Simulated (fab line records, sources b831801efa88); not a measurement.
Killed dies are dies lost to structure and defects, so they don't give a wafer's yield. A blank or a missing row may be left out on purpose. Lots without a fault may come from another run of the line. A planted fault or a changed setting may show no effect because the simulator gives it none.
Which tool did it? | flow gf180mcu | 14 lots, 42 wafers sampled, at 3 steps of a route of 602

WHAT THE GAUGES READ, wafer by wafer
GF_V5_CD_MEAS_14: target cd 260 nm. Usual: cd_nm 259.8 nm, standard deviation 1.2.
lot  | measured     | on        | cd_nm (nm)        | flag
L318 | day 28 05:35 | cd_sem-02 | 261.5 260.0 260.1 |
L319 | day 28 14:43 | cd_sem-02 | 258.8 258.7 258.2 |
L320 | day 28 23:50 | cd_sem-01 | 259.7 258.5 259.7 |
L322 | day 29 10:18 | cd_sem-01 | 260.3 258.4 260.9 |
L323 | day 30 01:00 | cd_sem-02 | 258.0 259.4 258.5 |
L324 | day 30 10:48 | cd_sem-01 | 261.5 260.8 261.0 |
L325 | day 30 12:43 | cd_sem-02 | 259.6 258.6 258.4 |
L326 | day 30 19:29 | cd_sem-02 | 259.4 260.9 260.0 |
L332 | day 32 08:49 | cd_sem-02 | 258.7 259.0 258.5 |
L333 | day 32 12:43 | cd_sem-02 | 257.9 258.0 258.4 |
L334 | day 32 19:14 | cd_sem-02 | 260.2 257.9 257.0 |
L336 | day 33 05:18 | cd_sem-02 | 260.6 259.7 258.9 |
L337 | day 33 10:59 | cd_sem-02 | 259.0 257.3 258.4 |
L338 | day 33 20:24 | cd_sem-02 | 259.8 260.1 258.3 |

GF_V5_THK_MEAS_25: measures by xrf. Usual: V5_W_THK 355 nm, standard deviation 8.3.
lot  | measured     | on            | V5_W_THK (nm) | flag
L318 | day 28 06:47 | film_metro-03 | 365 362 368   |
L319 | day 28 15:53 | film_metro-02 | 359 365 348   |
L320 | day 29 01:01 | film_metro-04 | 350 352 344   |
L322 | day 29 11:28 | film_metro-02 | 351 354 354   |
L323 | day 30 02:10 | film_metro-04 | 362 347 348   |
L324 | day 30 12:03 | film_metro-03 | 348 361 352   |
L325 | day 30 13:55 | film_metro-04 | 341 364 346   |
L326 | day 30 20:41 | film_metro-03 | 344 342 339   |
L332 | day 32 09:59 | film_metro-02 | 364 352 360   |
L333 | day 32 13:53 | film_metro-04 | 361 364 362   |
L334 | day 32 20:25 | film_metro-03 | 358 347 355   |
L336 | day 33 06:28 | film_metro-03 | 364 358 348   |
L337 | day 33 12:08 | film_metro-02 | 375 350 350   |
L338 | day 33 21:34 | film_metro-04 | 360 344 360   |

WHICH TOOL RAN EACH LOT (tool, then ch and the chambers of the sampled wafers, then the start)
lot  | GF_V5_SPUTTER_21
L318 | pvd_sputter-04, day 28 06:27
L319 | pvd_sputter-03, day 28 15:33
L320 | pvd_sputter-02, day 29 00:40
L322 | pvd_sputter-03, day 29 11:08
L323 | pvd_sputter-03, day 30 01:50
L324 | pvd_sputter-02, day 30 11:43
L325 | pvd_sputter-03, day 30 13:35
L326 | pvd_sputter-02, day 30 20:21
L332 | pvd_sputter-03, day 32 09:38
L333 | pvd_sputter-03, day 32 13:34
L334 | pvd_sputter-02, day 32 20:05
L336 | pvd_sputter-04, day 33 06:08
L337 | pvd_sputter-03, day 33 11:47
L338 | pvd_sputter-03, day 33 21:13
- GF_V5_SPUTTER_21: material Ti, target thk 15 nm, time 80.02 s.

WHAT THE TOOLS THEMSELVES READ (means of the sampled wafers that have a number; where no wafer has one, the mark that the record gives instead)
GF_V5_SPUTTER_21. Usual: throttle_valve_pct 29.8 %, standard deviation 0.86.
lot  | tool           | throttle_valve_pct (%) | flag
L318 | pvd_sputter-04 | 29.5                   |
L319 | pvd_sputter-03 | 30.3                   |
L320 | pvd_sputter-02 | 29.6                   |
L322 | pvd_sputter-03 | 29.5                   |
L323 | pvd_sputter-03 | 29.9                   |
L324 | pvd_sputter-02 | 29.8                   |
L325 | pvd_sputter-03 | 29.6                   |
L326 | pvd_sputter-02 | 28.5                   |
L332 | pvd_sputter-03 | 29.5                   |
L333 | pvd_sputter-03 | 29.9                   |
L334 | pvd_sputter-02 | 30.4                   |
L336 | pvd_sputter-04 | 30.1                   |
L337 | pvd_sputter-03 | 30.1                   |
L338 | pvd_sputter-03 | 30.0                   |

THE ANSWER, worked out from the rows above alone
Rule: a lot is off if the mean of its wafers that have a number lies more than 3 standard deviations from the usual mean. A lot without any number at a reading at which 4 lots or more have one is off too. The other lots that the step has rows for count as sound. The gauges are gone through in route order, then the tools' own readings, and for those a lot's mean is taken as printed above. The first step at which some lot is off is used, and at that step the reading that is off furthest; a lot without a number counts as furthest.
No lot is off at any reading shown: from this, nothing can be told.

WHAT THE SIMULATOR HAD PUT IN
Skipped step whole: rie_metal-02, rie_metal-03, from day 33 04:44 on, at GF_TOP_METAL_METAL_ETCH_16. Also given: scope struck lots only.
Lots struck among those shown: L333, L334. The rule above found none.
